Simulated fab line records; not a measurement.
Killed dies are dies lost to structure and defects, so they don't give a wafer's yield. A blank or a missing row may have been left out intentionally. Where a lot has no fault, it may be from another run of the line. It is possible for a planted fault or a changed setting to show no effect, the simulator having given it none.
A lot that was struck, set against a sound lot || flow sky130 || 16 steps out of a route of 708
Sound: wafers L240.1, L240.2, L240.4. The struck wafers were L254.1, L254.3, L254.4. The cause comes at the end.
For every step that has rows: the tool of each side, followed by ch and its chambers, followed by its first start. Under that, the readings that differ: sound wafers || struck wafers || difference of the means || sigmas: that difference in standard deviations of wafers without a fault.
alike: readings whose means differ by less than 2 such deviations, and words and numbers that are the same on both sides. not compared: withheld readings, readings that some wafer has no value for, bounds like >300 that may hide the same value, and numbers for which the record gives no deviation and whose values overlap.
Wherever a step has rows on one side only, a row that says differs or no value, or a row with sigmas, the two part there. Numbers that don't overlap but have no deviation are shown without sigmas and don't part them. Lack of a reading on every wafer of one side parts them only where that side has two or more wafers.

SKY_CAP2M_THK_MEAS_01:
  sound on film_metro-01 at day 42 00:20; struck on film_metro-01 at day 45 12:51
  alike: CAP2M_CVD_00_THK
SKY_CAP2M_SPUTTER_02: material TiN, target thk 200 nm, time 166.7 s.
  sound on pvd_sputter-02 at day 42 00:24; struck on pvd_sputter-04 at day 45 12:55
  alike: susceptor_temp_C, throttle_valve_pct
SKY_CAP2M_RS_MEAS_03: the measuring method here is four-point-probe.
  sound on film_metro-04 at day 42 00:31; struck on film_metro-03 at day 45 13:01
  alike: CAP2M_TIN_RS
SKY_CAP2M_THK_MEAS_04: measures by xrf.
  sound on film_metro-04 at day 42 00:38; struck on film_metro-03 at day 45 13:08
  alike: CAP2M_TIN_THK
then, 7 steps without rows for these wafers: SKY_CAP2M_DEHYDRATE_05 (time 60 s); SKY_CAP2M_HMDS_06 (prime time 60 s); SKY_CAP2M_COAT_07 (resist thk 1140 nm); SKY_CAP2M_SOFTBAKE_08 (time 60 s); SKY_CAP2M_EXPOSE_09 (exposes mask CAP2M, target cd 1000 nm); SKY_CAP2M_PEB_10; SKY_CAP2M_DEVELOP_11 (develop time 60 s).
SKY_CAP2M_OVL_MEAS_12:
  sound on overlay-01 at day 42 23:56; struck on overlay-01 at day 46 10:35
  alike: CAP2M_OVL
SKY_CAP2M_METAL_ETCH_13: etches TiN in Cl2/BCl3, stops on SiO2, target depth 220 nm, time 62.9 s.
  sound on rie_metal-02 ch 0,1, day 42 23:58; struck on rie_metal-02 ch 0,1, day 46 10:37
{"reading": "oes_product_au (a.u.)", "sound": "0.942 0.946 0.934", "struck": "0.826 0.827 0.835", "difference": -0.111, "sigmas": -14}
{"reading": "throttle_valve_pct (%)", "sound": "21.895 21.886 21.924", "struck": "21.969 21.986 21.985", "difference": "+0.078", "sigmas": "+7"}
{"reading": "model.NOVOLAK_of_CAP2M_COAT_07.thk_nm (nm)", "sound": "992.8 991.8 986.9", "struck": "1027 1029 1030", "difference": "+38", "sigmas": ""}
{"reading": "model.etch.depth_nm (nm)", "sound": "200.2 202 200", "struck": "159.8 158.8 160", "difference": -41.2, "sigmas": ""}
{"reading": "model.CAP2M.feature_depth_nm (nm)", "sound": "200.2 202 200", "struck": "159.8 158.8 160", "difference": -41.2, "sigmas": ""}
  alike: bcl3_flow_sccm, drypump_motor_current_A
  not compared: rf_hours_counter_h
SKY_CAP2M_STRIP_14: strips in O2/N2.
  sound on plasma_asher-01 ch 0,1, day 43 00:02; struck on plasma_asher-01 ch 0,1, day 46 10:41
{"reading": "strip_time_to_endpoint_s (s)", "sound": "12.65 12.63 12.59", "struck": "12.98 12.99 12.99", "difference": "+0.36", "sigmas": "+7"}
  alike: drypump_motor_current_A, o2_flow_sccm, oes_product_au
  not compared: rf_hours_counter_h
then, 1 step without rows for these wafers: SKY_CAP2M_STRIP_15 (strips in post etch residue remover, time 1200 s).
-- the record jumps here: 4 days lie between the struck wafers' starts before and after (it left off in module CAP2M and takes up again in module PAD_OPEN, whose first step shown is number 708 of the route) --
SKY_PAD_OPEN_PROBE_99:
  sound on prober-01 at day 47 15:28; struck on prober-01 at day 50 14:57
{"reading": "hold", "sound": "- - -", "struck": "await_dispo/7.1h/scrap await_dispo/7.1h/scrap await_dispo/7.1h/scrap", "difference": "no value on the sound wafers", "sigmas": ""}
{"reading": "defect_limited_yield (%)", "sound": "81.3 82.7 82.9", "struck": "0 0 0", "difference": -82, "sigmas": -43}
{"reading": "killed_at_other", "sound": "3 2 1", "struck": "391 409 384", "difference": "+393", "sigmas": "+99 or more"}
{"reading": "killed_dies", "sound": "92 85 84", "struck": "492 492 492", "difference": "+405", "sigmas": "+43"}
{"reading": "killed_on_rim", "sound": "17 14 16", "struck": "96 96 96", "difference": "+80", "sigmas": "+21"}
{"reading": "sort_bin_3_pad_short (%)", "sound": "1.0 0.4 0.4", "struck": "80.7 84.1 79.1", "difference": "+80.7", "sigmas": "+99 or more"}
{"reading": "sort_n_pass", "sound": "400 407 408", "struck": "0 0 0", "difference": -405, "sigmas": -43}
{"reading": "sort_yield_pct (%)", "sound": "81.3 82.7 82.9", "struck": "0 0 0", "difference": -82, "sigmas": -43}
  alike: killed_at_M0_to_M3, killed_at_M4_up, killed_at_contacts, killed_at_front_end, killed_open, killed_short, sort_bin_5_function, sort_bin_6_memory

WHERE THEY PART
Last at SKY_PAD_OPEN_PROBE_99 as far as this record goes, first at SKY_CAP2M_METAL_ETCH_13.

WHY: the cause the simulator had injected
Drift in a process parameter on rie_metal-02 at SKY_CAP2M_METAL_ETCH_13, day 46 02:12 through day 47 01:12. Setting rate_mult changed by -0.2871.
